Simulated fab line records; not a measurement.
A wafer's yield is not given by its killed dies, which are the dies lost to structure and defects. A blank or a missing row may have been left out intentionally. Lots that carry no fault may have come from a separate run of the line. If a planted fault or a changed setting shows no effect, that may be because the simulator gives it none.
fab line records + flow sky130
record:
- lots: 6
- wafers: 16
- last-day: 50
route steps=708 shown VIA1@460 PAD_OPEN@708
lots with no fault: from the same line, run without faults
start-h: the number of hours between the record's first day and the start of the first shown wafer of the lot + wait-h: time in hours since the lot's previous step + " identical to the entry in the row above + L1.1+2: a single row standing in for several wafers + - no value, or no start was given + * or withheld: withheld + < > ~ a bound
route shown NAME@n: a module of which the file shows steps, and the number in the route of the first + usual: the fault-free wafers' mean and standard deviation + same: alike in all rows + chamber/n: place in a boat + sites: per-site readings + _std_site: standard deviation across them + _edge_site: inner sites' mean taken away from outer sites' mean + radius-mm: how far each site lies from the wafer's centre + mask NAME#n: copy n + behind: the last tool/chamber to shape the wafer + hold: reason for holding the lot/hours on hold/outcome of the hold + device: which transistor (n, p or np) failed to switch + end of line: the same wafers' tests at the end of the route + where a step has no rows: the recipe by itself + killed: not the wafer's yield, but the dies lost to structure and defects at the first sort + map: a wafer's dies, x killed, . not, _ none there
set.NAME: the run value of the setting; set.NAME@STEP: its run value at that earlier step + model.NAME: the simulator's own value behind a step, which no gauge read
lots at some steps of the route; a table a step, a row a wafer
services: when a tool's chamber went out of use (start-h, in hours from the record's first day, below 0 if earlier), for how many hours, and the reason
== steps ==
step: SKY_VIA1_CMP_02
recipe:
- material: SiO2
- down-force-psi: 4
- platen-rpm: 60
- pad-velocity-m-s: 0.94248
usual:
- head-pressure-psi: 4.001/0.0088
- motor-current-A: 11.5/0.96
- retaining-ring-pressure-frac: 1.000/0.0047
| lot.wafer | tool   | chamber | start-h | wait-h | head-pressure-psi | motor-current-A | retaining-ring-pressure-frac |
|-----------|--------|---------|---------|--------|-------------------|-----------------|------------------------------|
| L576.4    | cmp-02 | 0       | 768.73  | 0.0    | 3.996             | 12.2            | 1.003                        |
| L576.1    | "      | 1       | "       | "      | 3.991             | 10.7            | 1.004                        |
| L576.5    | "      | 0       | "       | "      | 4.005             | 12.1            | 0.996                        |
| L582.1    | cmp-02 | 1       | 820.90  | 0.1    | 4.010             | 11.4            | 0.997                        |
| L582.3    | "      | 3       | "       | "      | 4.003             | 10.4            | 1.006                        |
| L582.6    | "      | 0       | "       | "      | 3.993             | 12.0            | 1.001                        |
| L592.3    | cmp-02 | 0       | 900.59  | 0.1    | 3.993             | 11.6            | 1.007                        |
| L592.6    | "      | 3       | "       | "      | 4.002             | 9.7             | 1.002                        |
| L590.1    | cmp-01 | 2       | 904.04  | 0.1    | 4.005             | 11.1            | 1.006                        |
| L590.6    | "      | 2       | "       | "      | 3.991             | 11.4            | 0.990                        |
| L596.3    | cmp-02 | 0       | 935.14  | 0.0    | 3.980             | 12.5            | 0.999                        |
| L596.5    | "      | 0       | "       | "      | 4.023             | 12.2            | 1.004                        |
| L596.6    | "      | 1       | "       | "      | 3.992             | 10.7            | 0.992                        |
| L597.4    | cmp-01 | 1       | 940.37  | 0.1    | 4.017             | 11.7            | 1.006                        |
| L597.5    | "      | 0       | "       | "      | 4.004             | 13.0            | 1.004                        |
| L597.6    | "      | 1       | "       | "      | 4.020             | 11.7            | 1.001                        |
step: SKY_VIA1_BOW_MEAS_03
recipe:
- mode: bow
usual:
- VIA1_BOW: 80/6.5
| lot.wafer | tool          | chamber | start-h | wait-h | VIA1_BOW[um] |
|-----------|---------------|---------|---------|--------|--------------|
| L576.1    | film-metro-04 | -       | 769.03  | 0.2    | 78           |
| L576.4    | "             | -       | "       | "      | 77           |
| L576.5    | "             | -       | "       | "      | 69           |
| L582.1    | film-metro-04 | -       | 821.15  | 0.2    | 82           |
| L582.3    | "             | -       | "       | "      | 75           |
| L582.6    | "             | -       | "       | "      | 73           |
| L592.3    | film-metro-03 | -       | 900.83  | 0.2    | 80           |
| L592.6    | "             | -       | "       | "      | 88           |
| L590.1    | film-metro-04 | -       | 904.34  | 0.2    | 84           |
| L590.6    | "             | -       | "       | "      | 81           |
| L596.3    | film-metro-03 | -       | 935.48  | 0.3    | 77           |
| L596.5    | "             | -       | "       | "      | 89           |
| L596.6    | "             | -       | "       | "      | 82           |
| L597.4    | film-metro-03 | -       | 940.68  | 0.3    | 81           |
| L597.5    | "             | -       | "       | "      | 87           |
| L597.6    | "             | -       | "       | "      | 75           |
step: SKY_VIA1_DEHYDRATE_04
recipe:
- temp-c: 200
- time-s: 60
step: SKY_VIA1_HMDS_05
recipe:
- prime-time-s: 60
- prime-temp-c: 120
step: SKY_VIA1_COAT_06
recipe:
- resist: BARC
- temp-c: withheld
- time-s: withheld
- spin-rpm: 3000
- resist-thk-nm: 60
step: SKY_VIA1_COAT_07
recipe:
- resist: KrF-thick
- spin-rpm: 3000
- resist-thk-nm: 450
step: SKY_VIA1_SOFTBAKE_08
recipe:
- temp-c: 100
- time-s: 90
- resist: KrF-thick
step: SKY_VIA1_EXPOSE_09
recipe:
- mask-id: VIM
- na: 0.8
- source-shape: annular
- sigma-inner: 0.55
- sigma-outer: 0.85
- target-cd-nm: 150
- dose-mj: 38
step: SKY_VIA1_PEB_10
recipe:
- peb-temp-c: withheld
- peb-time-s: withheld
- resist: KrF-thick
step: SKY_VIA1_DEVELOP_11
recipe:
- develop-time-s: 60
- resist: KrF-thick
- dev-temp-c: 21
step: SKY_VIA1_CD_MEAS_12
recipe:
- target-cd-nm: 150
usual:
- cd-nm: 149.7/1.7
| lot.wafer | tool      | chamber | start-h | wait-h | cd-nm |
|-----------|-----------|---------|---------|--------|-------|
| L576.1    | cd-sem-02 | -       | 795.03  | -      | 149.0 |
| L576.4    | "         | -       | "       | "      | 148.1 |
| L576.5    | "         | -       | "       | "      | 148.7 |
| L582.1    | cd-sem-01 | -       | 847.33  | -      | 148.7 |
| L582.3    | "         | -       | "       | "      | 149.7 |
| L582.6    | "         | -       | "       | "      | 149.0 |
| L592.3    | cd-sem-01 | -       | 925.70  | -      | 150.7 |
| L592.6    | "         | -       | "       | "      | 150.0 |
| L590.1    | cd-sem-02 | -       | 928.19  | -      | 150.8 |
| L590.6    | "         | -       | "       | "      | 149.8 |
| L596.3    | cd-sem-01 | -       | 959.27  | -      | 148.7 |
| L596.5    | "         | -       | "       | "      | 148.7 |
| L596.6    | "         | -       | "       | "      | 148.8 |
| L597.4    | cd-sem-02 | -       | 964.39  | -      | 145.0 |
| L597.5    | "         | -       | "       | "      | 145.4 |
| L597.6    | "         | -       | "       | "      | 148.3 |
step: SKY_VIA1_OVL_MEAS_13
usual:
- VIA1_OVL: 5/5.5
| lot.wafer | tool       | chamber | start-h | wait-h | VIA1_OVL[nm] |
|-----------|------------|---------|---------|--------|--------------|
| L576.1    | overlay-02 | -       | 795.15  | 0.1    | 8            |
| L576.4    | "          | -       | "       | "      | 10           |
| L576.5    | "          | -       | "       | "      | 4            |
| L582.1    | overlay-02 | -       | 847.45  | 0.1    | 10           |
| L582.3    | "          | -       | "       | "      | 13           |
| L582.6    | "          | -       | "       | "      | 4            |
| L592.3    | overlay-02 | -       | 925.79  | 0.1    | 11           |
| L592.6    | "          | -       | "       | "      | 4            |
| L590.1    | overlay-02 | -       | 928.31  | 0.1    | 1            |
| L590.6    | "          | -       | "       | "      | 5            |
| L596.3    | overlay-02 | -       | 959.36  | 0.1    | 11           |
| L596.5    | "          | -       | "       | "      | 9            |
| L596.6    | "          | -       | "       | "      | 10           |
| L597.4    | overlay-02 | -       | 964.46  | 0.1    | 8            |
| L597.5    | "          | -       | "       | "      | 5            |
| L597.6    | "          | -       | "       | "      | 3            |
step: SKY_VIA1_ETCH_14
recipe:
- chemistry: N2/H2
- target: BARC
- ion-energy-ev: 200
- source-w: 500
- bias-w: 100
- pressure-mtorr: 30
- n2-flow-sccm: 100
- h2-flow-sccm: 200
- stop-on: SiO2
- time-s: 45.9
- target-depth-a: 600
usual:
- chamber-pressure-mTorr: 30.001/0.029
- drypump-motor-current-A: 5.7/0.51
- oes-product-au: 0.854/0.0047
- throttle-valve-pct: 13.226/0.008
| lot.wafer | tool        | chamber | start-h | wait-h | chamber-pressure-mTorr | drypump-motor-current-A | oes-product-au | rf-hours-counter-h | throttle-valve-pct | model.KrF-thick_of_VIA1_COAT_07.thk-nm |
|-----------|-------------|---------|---------|--------|------------------------|-------------------------|----------------|--------------------|--------------------|----------------------------------------|
| L576.1    | rie-diel-04 | 1       | 795.18  | 0.0    | 30.002                 | 6.0                     | 0.865          | 22                 | 13.228             | 391.5                                  |
| L576.4    | "           | 1       | "       | "      | 30.039                 | 6.0                     | 0.857          | -                  | 13.209             | 393.3                                  |
| L576.5    | "           | 2       | "       | "      | 30.036                 | 5.2                     | 0.857          | -                  | 13.229             | 392.4                                  |
| L582.1    | rie-diel-02 | 2       | 847.48  | 0.0    | 30.039                 | 6.3                     | 0.856          | 11                 | 13.207             | 394.8                                  |
| L582.3    | "           | 1       | "       | "      | 29.968                 | 5.6                     | 0.859          | 9                  | 13.218             | 395.2                                  |
| L582.6    | "           | 1       | "       | "      | 30.015                 | 5.6                     | 0.855          | -                  | 13.242             | 395.3                                  |
| L592.3    | rie-diel-04 | 1       | 925.82  | 0.0    | 29.990                 | 6.0                     | 0.858          | 26                 | 13.235             | 391                                    |
| L592.6    | "           | 2       | "       | "      | 30.020                 | 5.2                     | 0.857          | -                  | 13.239             | 389.5                                  |
| L590.1    | rie-diel-04 | 0       | 928.34  | 0.0    | 29.992                 | 5.0                     | 0.865          | 4                  | 13.226             | 389                                    |
| L590.6    | "           | 2       | "       | "      | 30.016                 | 5.2                     | 0.858          | -                  | 13.232             | 389                                    |
| L596.3    | rie-diel-03 | 0       | 959.38  | 0.0    | 29.972                 | 5.6                     | 0.846          | 7                  | 13.233             | 391.5                                  |
| L596.5    | "           | 2       | "       | "      | 30.022                 | 6.7                     | 0.852          | -                  | 13.233             | 391.9                                  |
| L596.6    | "           | 1       | "       | "      | 29.945                 | 6.0                     | 0.849          | -                  | 13.221             | 391.7                                  |
| L597.4    | rie-diel-02 | 3       | 964.48  | 0.0    | 29.989                 | 5.7                     | 0.848          | 10                 | 13.223             | 393                                    |
| L597.5    | "           | 3       | "       | "      | 30.007                 | 5.7                     | 0.855          | -                  | 13.218             | 393.8                                  |
| L597.6    | "           | 0       | "       | "      | 30.019                 | 6.3                     | 0.853          | -                  | 13.216             | 391.7                                  |
step: SKY_VIA1_ETCH_15
recipe:
- target: SiO2
- chemistry: C4F8/O2/Ar
- target-depth-nm: 351
- stop-on: TiN
- mask-material: KrF-thick
- source-w: 1500
- bias-w: 1200
- pressure-mtorr: 40
- c4f8-flow-sccm: withheld
- O2_flow_sccm: 6
- Ar_flow_sccm: 300
- time-s: 54
usual:
- chamber-pressure-mTorr: 40.00/0.04
- oes-product-au: 0.982/0.0056
| lot.wafer | tool        | chamber | start-h | wait-h | chamber-pressure-mTorr | oes-product-au | rf-hours-counter-h |
|-----------|-------------|---------|---------|--------|------------------------|----------------|--------------------|
| L576.1    | rie-diel-04 | 1       | 795.22  | 0.0    | 40.00                  | 0.996          | 22                 |
| L576.4    | "           | 1       | "       | "      | 40.01                  | 0.977          | -                  |
| L576.5    | "           | 2       | "       | "      | 40.01                  | 0.986          | -                  |
| L582.1    | rie-diel-02 | 2       | 847.52  | 0.0    | 40.00                  | 0.980          | 11                 |
| L582.3    | "           | 1       | "       | "      | 40.02                  | 0.979          | 9                  |
| L582.6    | "           | 1       | "       | "      | 40.07                  | 0.976          | -                  |
| L592.3    | rie-diel-04 | 1       | 925.86  | 0.0    | 40.06                  | 0.982          | 26                 |
| L592.6    | "           | 2       | "       | "      | 39.99                  | 0.983          | -                  |
| L590.1    | rie-diel-04 | 0       | 928.38  | 0.0    | 40.00                  | 0.978          | 4                  |
| L590.6    | "           | 2       | "       | "      | 40.05                  | 0.975          | -                  |
| L596.3    | rie-diel-03 | 0       | 959.42  | 0.0    | 39.97                  | 0.985          | 7                  |
| L596.5    | "           | 2       | "       | "      | 40.05                  | 0.989          | -                  |
| L596.6    | "           | 1       | "       | "      | 39.94                  | 0.986          | -                  |
| L597.4    | rie-diel-02 | 3       | 964.52  | 0.0    | 40.03                  | 0.981          | 10                 |
| L597.5    | "           | 3       | "       | "      | 39.95                  | 0.985          | -                  |
| L597.6    | "           | 0       | "       | "      | 39.95                  | 0.984          | -                  |
step: SKY_PAD_OPEN_PROBE_99
usual:
- defect-limited-yield: 82.4/2.1
- killed_at_M0_to_M3: 44/7
- killed_at_M4_up: 3.0/1.9
- killed-at-contacts: 24/5.4
- killed-at-front-end: 15/4.6
- killed-at-other: 0.3/0.5
- killed-dies: 87/10
- killed-open: 47/7
- killed-short: 40/6.2
- sort_bin_3_pad_short: 0.9/0.5
- sort_bin_5_function: 10.4/1.4
- sort_bin_6_memory: 6.3/1.2
- sort-n-pass: 405/10
- sort-yield-pct: 82.4/2.1
same:
- gross-dies: 492
- killed-at-back-side: 0
- sort_bin_4_leakage[%]: 0
- sort_bin_8_speed[%]: 0
| lot.wafer | tool      | chamber | start-h | wait-h | defect-limited-yield[%] | killed_at_M0_to_M3 | killed_at_M4_up | killed-at-contacts | killed-at-front-end | killed-at-other | killed-dies | killed-open | killed-short | sort_bin_3_pad_short[%] | sort_bin_5_function[%] | sort_bin_6_memory[%] | sort-n-pass | sort-yield-pct[%] |
|-----------|-----------|---------|---------|--------|-------------------------|--------------------|-----------------|--------------------|---------------------|-----------------|-------------|-------------|--------------|-------------------------|------------------------|----------------------|-------------|-------------------|
| L592.3    | prober-02 | -       | 1174.94 | 0.2    | 84.1                    | 43                 | 4               | 20                 | 10                  | 1               | 78          | 40          | 38           | 0                       | 7.9                    | 7.9                  | 414         | 84.1              |
| L592.6    | prober-02 | -       | 1175.09 | 0.2    | 82.7                    | 40                 | 3               | 24                 | 18                  | 0               | 85          | 42          | 43           | 1.0                     | 10.8                   | 5.5                  | 407         | 82.7              |
| L596.3    | prober-01 | -       | 1198.41 | 0.2    | 82.3                    | 45                 | 3               | 24                 | 15                  | 0               | 87          | 46          | 41           | 1.2                     | 9.8                    | 6.7                  | 405         | 82.3              |
| L596.5    | prober-01 | -       | 1198.51 | 0.2    | 84.1                    | 40                 | 1               | 26                 | 10                  | 1               | 78          | 45          | 33           | 0.4                     | 10.2                   | 5.3                  | 414         | 84.1              |
| L596.6    | prober-01 | -       | 1198.56 | 0.2    | 83.1                    | 45                 | 0               | 22                 | 16                  | 0               | 83          | 38          | 45           | 0.4                     | 10.6                   | 5.9                  | 409         | 83.1              |
| L597.4    | prober-02 | -       | 1201.68 | 0.2    | 83.9                    | 42                 | 3               | 23                 | 11                  | 0               | 79          | 49          | 30           | 0.4                     | 9.8                    | 5.9                  | 413         | 83.9              |
| L597.5    | prober-02 | -       | 1201.73 | 0.2    | 81.7                    | 44                 | 2               | 28                 | 15                  | 1               | 90          | 41          | 49           | 2.2                     | 9.3                    | 6.7                  | 402         | 81.7              |
| L597.6    | prober-02 | -       | 1201.78 | 0.2    | 86.0                    | 35                 | 2               | 20                 | 11                  | 1               | 69          | 36          | 33           | 0.4                     | 8.9                    | 4.7                  | 423         | 86.0              |
killed by level:class
L592.3 VIA2:geometric-particle:open=11 VIA3:geometric-particle:open=10 CONTACT:geometric-particle:open=6 LI_CONTACT:geometric-particle:open=5 CONTACT:geometric-particle:short=5 METAL2:geometric-particle:short=5 LOCAL_INTERCONNECT:geometric-particle:short=4 METAL4:geometric-particle:short=4
L592.6 METAL2:geometric-particle:short=8 VIA2:geometric-particle:open=7 POLY_GATE:geometric-particle:open=6 LI_CONTACT:geometric-particle:short=6 LI_CONTACT:geometric-particle:open=6 CONTACT:geometric-particle:open=6 VIA1:geometric-particle:open=5 VIA3:geometric-particle:short=5
L596.3 VIA1:geometric-particle:open=13 LOCAL_INTERCONNECT:geometric-particle:short=7 LI_CONTACT:geometric-particle:open=6 CONTACT:geometric-particle:open=6 VIA1:geometric-particle:short=6 METAL2:geometric-particle:short=6 METAL1:geometric-particle:short=5 VIA3:geometric-particle:open=5
L596.5 VIA1:geometric-particle:open=12 LI_CONTACT:geometric-particle:open=8 LI_CONTACT:geometric-particle:short=7 CONTACT:geometric-particle:open=6 METAL1:geometric-particle:short=6 VIA2:geometric-particle:open=5 FIELD_ISO:geometric-particle:open=4 METAL2:geometric-particle:short=4
L596.6 VIA1:geometric-particle:open=10 CONTACT:geometric-particle:open=10 FIELD_ISO:geometric-particle:short=9 METAL1:geometric-particle:short=6 VIA3:geometric-particle:open=6 METAL2:geometric-particle:short=5 LI_CONTACT:geometric-particle:short=4 CONTACT:geometric-particle:short=4
L597.4 VIA1:geometric-particle:open=11 LOCAL_INTERCONNECT:geometric-particle:short=7 VIA3:geometric-particle:open=7 VIA2:geometric-particle:open=6 CONTACT:geometric-particle:open=6 METAL2:geometric-particle:short=6 LI_CONTACT:geometric-particle:open=5 FIELD_ISO:geometric-particle:short=3
L597.5 VIA1:geometric-particle:open=11 CONTACT:geometric-particle:short=9 CONTACT:geometric-particle:open=7 VIA2:geometric-particle:open=6 METAL2:geometric-particle:short=6 LOCAL_INTERCONNECT:geometric-particle:short=5 VIA1:geometric-particle:short=5 FIELD_ISO:geometric-particle:short=4
L597.6 CONTACT:geometric-particle:open=9 VIA1:geometric-particle:open=7 VIA2:geometric-particle:open=7 METAL1:geometric-particle:short=5 VIA3:geometric-particle:short=5 LI_CONTACT:geometric-particle:open=4 LOCAL_INTERCONNECT:geometric-particle:short=4 VIA2:geometric-particle:short=4
== services ==
| tool        | chamber | start-h | hours | kind                           |
|-------------|---------|---------|-------|--------------------------------|
| rie-diel-02 | -       | 745.81  | 1.6   | repair                         |
| cmp-01      | -       | 748.00  | -     | consumable-replace:conditioner |
| cmp-01      | -       | 748.00  | -     | consumable-replace:pad         |
| rie-diel-04 | 3       | 754.95  | 7.3   | repair                         |
| rie-diel-04 | 1       | 767.04  | 1.6   | repair                         |
| rie-diel-04 | 0       | 783.55  | -     | clean                          |
| rie-diel-04 | 0       | 783.55  | 13.8  | scheduled-down                 |
| rie-diel-04 | 0       | 783.55  | 13.8  | vent-cycle                     |
| rie-diel-02 | 3       | 787.06  | 5.5   | repair                         |
| cmp-01      | -       | 796.58  | 0.4   | repair                         |
| cmp-01      | -       | 803.16  | 5.3   | pm                             |
| rie-diel-04 | 1       | 820.03  | 11.9  | repair                         |
| rie-diel-04 | 2       | 852.42  | 4.8   | repair                         |
| cmp-01      | -       | 857.66  | 1.1   | repair                         |
| rie-diel-04 | 2       | 877.19  | 3.9   | repair                         |
| rie-diel-04 | -       | 884.61  | 0.7   | repair                         |
| cmp-02      | -       | 912.07  | 4.0   | pm                             |
| cmp-02      | -       | 916.07  | -     | consumable-replace:conditioner |
| cmp-02      | -       | 916.07  | -     | consumable-replace:pad         |
| cmp-02      | -       | 923.91  | 3.1   | repair                         |
| rie-diel-04 | 2       | 942.12  | 2.1   | repair                         |
| rie-diel-02 | 1       | 949.25  | 12.3  | repair                         |
== key ==
first-sign none at tools or gauges
model-effect:
- step: SKY_VIA1_ETCH_14
- value: KrF-thick_of_VIA1_COAT_07.thk-nm
- without: 391.8
- struck: 389.6
met-at SKY_VIA1_ETCH_14
struck-wafers L590.1,L590.6,L592.3,L592.6
onset-between 795.18 925.82
fault:
- kind: process-parameter-drift
- tool: rie-diel-04
- chamber: -
- onset-h: 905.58
- steps: SKY_VIA1_ETCH_14
- channel: ion-energy-ev
- offset: 32
- shape: step
- end-h: 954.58
- acts-in: these-recipes-only
- stated: 200
